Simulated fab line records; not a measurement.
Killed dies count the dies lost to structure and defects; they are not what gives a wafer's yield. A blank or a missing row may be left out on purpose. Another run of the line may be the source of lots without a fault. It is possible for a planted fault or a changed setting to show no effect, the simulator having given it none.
Chamber matching ; flow sky130 ; SKY_CONTACT_ETCH_17 on rie diel-04 has 4 sister chambers
The step etches SiO2 in C4F8/O2/Ar, stops on Si3N4, target depth 340 nm. 8 wafers are shown with their chamber, then 11 later ones without.

== EACH WAFER AND ITS CHAMBER ==
wafer;chamber;oes product au (a.u.)
L075.5;3;0.894
L078.3;3;0.902
L081.3;1;0.889
L081.4;2;0.892
L082.4;2;0.882
L082.5;1;0.902
L082.6;0;0.896
L087.4;0;0.900

== WAFERS WHOSE CHAMBER IS MISSING ==
wafer;oes product au (a.u.)
L087.5;0.895
L087.6;0.895
L090.2;0.879
L090.3;0.892
L090.5;0.884
L094.2;0.877
L094.3;0.894
L094.4;0.886
L097.1;0.897
L097.3;0.893
L097.6;0.899

== THE CHAMBER EACH PASSED THROUGH ==
wafer;from the rows above;in truth
L087.5;can't be placed: 1 or 0 or 3 or 2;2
L087.6;can't be placed: 1 or 0 or 3 or 2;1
L090.2;can't be placed: 2 or 1 or 0 or 3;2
L090.3;can't be placed: 1 or 2 or 0 or 3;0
L090.5;can't be placed: 2 or 1 or 0 or 3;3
L094.2;can't be placed: 2 or 1 or 0 or 3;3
L094.3;can't be placed: 1 or 0 or 3 or 2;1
L094.4;can't be placed: 2 or 1 or 0 or 3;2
L097.1;can't be placed: 0 or 3 or 1 or 2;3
L097.3;can't be placed: 1 or 0 or 3 or 2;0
L097.6;can't be placed: 0 or 3 or 1 or 2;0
Placed correctly: 0 of 11. Unplaceable from these rows: 11, with the true chamber sitting among the candidates in 11. Number placed wrongly: 0.
How it was worked out, from the rows above alone: a wafer's distance from a chamber is the root of the sum, over the readings, of the square of ((its reading less the chamber's mean) divided by the reading's scatter). If the next closest chamber is less than 2 further off than the closest, the wafer can't be placed; otherwise it belongs to the closest. For every chamber, the mean is computed from those of its wafers that are shown. The scatter: the root of (the sum of the squares of (reading less its chamber's mean) over the shown wafers, divided by (wafers less chambers)).
